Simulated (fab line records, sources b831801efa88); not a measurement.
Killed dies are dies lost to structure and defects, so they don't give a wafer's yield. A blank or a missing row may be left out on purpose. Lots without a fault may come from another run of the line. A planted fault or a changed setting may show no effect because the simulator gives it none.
A struck lot beside a sound one | flow sky130 | 22 steps out of a route of 708
Sound: wafers L480.2, L480.3, L480.4. Struck: wafers L488.2, L488.3, L488.6. The cause comes at the end.
At each step with rows: each side's tool, then ch and its chambers, then its first start. Under that, the readings that differ: sound wafers | struck wafers | difference of the means | sigmas: that difference in standard deviations of wafers without a fault.
alike: readings whose means differ by less than 2 such deviations, and words and numbers that are the same on both sides. not compared: withheld readings, readings that some wafer has no value for, bounds like >300 that may hide the same value, and numbers for which the record gives no deviation and whose values overlap.
The two part at a step that has a row with sigmas, a row that says differs or no value, or rows on one side only. Numbers that don't overlap but have no deviation are shown without sigmas and don't part them. A reading that every wafer of one side lacks parts them only if that side has two wafers or more.

first, 1 step without rows for these wafers: SKY_METAL1_SPUTTER_00 (material Ti, target thk 15 nm, time 10 s).
SKY_METAL1_SPUTTER_01: material TiN, target thk 20 nm, time 16.7 s.
  sound on pvd_sputter-02, day 33 04:47; struck on pvd_sputter-02, day 35 19:44
  alike: throttle_valve_pct
SKY_METAL1_SPUTTER_02: material AlCu, target thk 250 nm, time 13.3 s.
  sound on pvd_sputter-02, day 33 04:49; struck on pvd_sputter-02, day 35 19:46
  alike: throttle_valve_pct
then, 1 step without rows for these wafers: SKY_METAL1_SPUTTER_03 (material Ti, target thk 5 nm, time 3.3 s).
SKY_METAL1_SPUTTER_04: material TiN, target thk 70 nm, time 58.3 s.
  sound on pvd_sputter-02, day 33 04:51; struck on pvd_sputter-02, day 35 19:48
  alike: throttle_valve_pct
SKY_METAL1_RS_MEAS_05: measures by four-point-probe.
  sound on film_metro-01, day 33 04:55; struck on film_metro-01, day 35 19:52
  alike: METAL1_ALCU_RS
SKY_METAL1_THK_MEAS_06: measures by xrf.
  sound on film_metro-01, day 33 05:02; struck on film_metro-01, day 35 19:59
  alike: METAL1_ALCU_THK
then, 5 steps without rows for these wafers: SKY_METAL1_DEHYDRATE_07 (time 60 s); SKY_METAL1_HMDS_08 (prime time 60 s); SKY_METAL1_COAT_09 (resist thk 60 nm); SKY_METAL1_COAT_10 (resist thk 450 nm); SKY_METAL1_SOFTBAKE_11 (time 90 s).
SKY_METAL1_EXPOSE_12: exposes mask MM1, target cd 140 nm.
  sound on krf_scanner-02 ch 0, day 33 19:23; struck on krf_scanner-01 ch 0, day 36 09:51
  reading              | sound             | struck            | difference | sigmas
  exposure_dose_mJ_cm2 | 27.89 27.89 27.90 | 26.88 26.87 26.83 | -1.03      | -31
  alike: mask
then, 1 step without rows for these wafers: SKY_METAL1_PEB_13.
SKY_METAL1_DEVELOP_14: develop time 60 s.
  sound on litho_track-02 ch 0; struck on litho_track-01 ch 0
  reading                 | sound             | struck          | difference | sigmas
  model.METAL1.cd_nm (nm) | 142.2 142.5 142.4 | 145 144.9 144.2 | +2         |
  alike: chill_plate_temp_C
SKY_METAL1_CD_MEAS_15: target cd 140 nm.
  sound on cd_sem-01, day 34 07:19; struck on cd_sem-02, day 36 21:09
  alike: cd_nm
SKY_METAL1_OVL_MEAS_16:
  sound on overlay-02, day 34 07:25; struck on overlay-01, day 36 21:16
  alike: METAL1_OVL
then, 1 step without rows for these wafers: SKY_METAL1_DESCUM_17 (chemistry O2, time 8 s).
SKY_METAL1_ETCH_18: etches BARC in N2/H2, stops on SiO2, time 45.9 s, target depth 60 nm.
  sound on rie_metal-02 ch 1, day 34 07:32; struck on rie_metal-02 ch 0,1, day 36 21:19
  alike: drypump_motor_current_A, he_backside_leak_sccm, oes_product_au, throttle_valve_pct
  not compared: rf_hours_counter_h
SKY_METAL1_METAL_ETCH_19: etches the open film in Cl2/BCl3, stops on SiO2, target depth 360 nm, time 78 s.
  sound on rie_metal-02 ch 1, day 34 07:40; struck on rie_metal-02 ch 0,1, day 36 21:23
  reading                 | sound             | struck          | difference | sigmas
  model.METAL1.cd_nm (nm) | 140.9 142.4 141.1 | 144.1 143.2 144 | +2.3       |
  alike: drypump_motor_current_A, he_backside_leak_sccm, oes_product_au, throttle_valve_pct
  not compared: rf_hours_counter_h
SKY_METAL1_STRIP_20: strips in O2/N2.
  sound on plasma_asher-04 ch 0,1, day 34 07:49; struck on plasma_asher-01 ch 1, day 36 21:28
  reading                      | sound          | struck         | difference | sigmas
  strip_time_to_endpoint_s (s) | 2.76 2.79 2.74 | 2.68 2.66 2.69 | -0.09      | -2
  alike: drypump_motor_current_A, oes_product_au
  not compared: rf_hours_counter_h
-- the record jumps here: 12 days lie between the struck wafers' starts before and after (it left off in module METAL1 and takes up again in module PAD_OPEN, whose first step shown is number 708 of the route) --
SKY_PAD_OPEN_PROBE_99:
  sound on prober-01, day 46 22:20; struck on prober-01, day 48 18:31
  alike: defect_limited_yield, killed_at_M0_to_M3, killed_at_M4_up, killed_at_contacts, killed_at_front_end, killed_at_other, killed_dies, killed_open, killed_short, sort_bin_3_pad_short, sort_bin_5_function, sort_bin_6_memory, sort_n_pass, sort_yield_pct
  not compared: model.etest.met1.width_nm, model.etest.met1.line_ohm_um

WHERE THEY PART
First at SKY_METAL1_EXPOSE_12; last, within this record, at SKY_METAL1_STRIP_20. Later steps at which nothing parts them and some readings are alike: SKY_PAD_OPEN_PROBE_99.

WHY: what the simulator had put in
Process parameter drift: krf_scanner-01, from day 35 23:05 on, at SKY_METAL1_EXPOSE_12. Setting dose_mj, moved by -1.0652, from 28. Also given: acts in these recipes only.
